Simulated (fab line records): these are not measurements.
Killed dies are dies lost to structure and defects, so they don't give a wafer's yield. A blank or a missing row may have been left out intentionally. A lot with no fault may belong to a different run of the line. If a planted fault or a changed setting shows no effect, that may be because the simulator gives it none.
Problem report, 8D (eight disciplines) form, completed by code + flow gf180mcu + the parts of the form that need people (team, actions taken, sign-off) are left out

## 1. WHAT WENT WRONG
Wafers free of any fault read 457.3 ohm/sq (standard deviation 1.2) for MVSD_RS at GF_VT_IMPLANT_RS_MEAS_46, against a mean of 449.9 ohm/sq on 9 wafers of 3 lots. Measured from the usual mean, that is -6.2 standard deviations.
The step: measures by four-point-probe.
The first sign was on wafer L717.2 at day 11 07:59, on film metro-02. Wafers with a number at this step in the record: 39, from 13 lots. Rule for "out", or "out of limits": more than 4 standard deviations from the usual mean. Any other wafer with a number is counted as sound.

## 2. WHAT IT IS, WHAT IT ISN'T
| question                    | is                                          | is not                                                                                 |
|-----------------------------|---------------------------------------------|----------------------------------------------------------------------------------------|
| which readings at this step | MVSD_RS                                     | -                                                                                      |
| which lots                  | L717, L718, L719                            | L705, L706, L707, L708, L709, L716, L720, L722, L723, L727                             |
| which wafers of those lots  | all that have a number                      | -                                                                                      |
| read on which gauges        | film metro-01, film metro-02, film metro-03 | -                                                                                      |
| when                        | from day 11 07:59                           | up to then (18 sound wafers); but 12 sound wafers of L720, L722, L723, L727 came after |

## 3. SUSPECTS, AND WHAT RULES EACH OUT
Counting: any tool at a process step up to the reading is kept as a suspect provided that every lot that is out went through it and no sound lot did after the first of them.
- ruled out: the gauge at GF_VT_IMPLANT_RS_MEAS_46. The wafers that are out were read on 3 gauges (film metro-01, film metro-02, film metro-03).
- implanter-03 at GF_MVSD_IMPLANT_09: kept. It processed each lot that is out, first L717 at day 7 10:57, and no sound lot thereafter; up to then, the last sound lot it processed was L706 at day 4 20:37. On those wafers its own readings are out: dose ions cm2.
The count leaves implanter-03 at GF_MVSD_IMPLANT_09.

## 4. THE CAUSE (what the simulator had put in)
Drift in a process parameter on implanter-03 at GF_MVSD_IMPLANT_09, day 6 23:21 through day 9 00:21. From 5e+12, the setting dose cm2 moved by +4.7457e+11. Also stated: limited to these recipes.
Counting left only this tool.

## 5. SEQUENCE OF EFFECTS, ordered by route
One row per reading whose mean, taken over the struck wafers that have a number, lies over 3 standard deviations from the usual. Readings are gone through only where the record gives a usual standard deviation; hours: the median, over the lots, of the time from a lot's start at the first step in this table giving one to that lot's start at this step; sigmas: the change measured in usual standard deviations.
| hours | step                     | reading            | usual        | on struck wafers | change | sigmas |
|-------|--------------------------|--------------------|--------------|------------------|--------|--------|
| 0     | GF_MVSD_IMPLANT_09       | dose ions cm2      | 5e+12        | 5e+12            | +5e+11 | +81    |
| 0     | GF_MVSD_IMPLANT_09       | faraday current uA | 28.2         | 30.7             | +2.5   | +4.3   |
| 95    | GF_VT_IMPLANT_RS_MEAS_46 | MVSD_RS            | 457.3 ohm/sq | 449.9            | -7.4   | -6.2   |
Process steps it contains:
- GF_MVSD_IMPLANT_09
Later measuring or inspecting steps at which every struck wafer that the step has a row for has a number for every such reading, and none has moved that far: GF_PSD_RS_MEAS_15.

## 6. HOW IT WOULD HAVE BEEN CAUGHT EARLIER
In this record the first reading out of limits at a measuring or inspecting step was taken at day 11 07:59, 105 hours after the fault began at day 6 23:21.
The tool's own readings at GF_MVSD_IMPLANT_09 were out on every struck wafer that the step has a row for (dose ions cm2): an alarm limit on them would have fired on the first of those.
By day 11 07:59 the whole set of lots that are out, 3 in number, had already begun GF_MVSD_IMPLANT_09 on implanter-03. Holding the tool at that point would not have protected any of them.
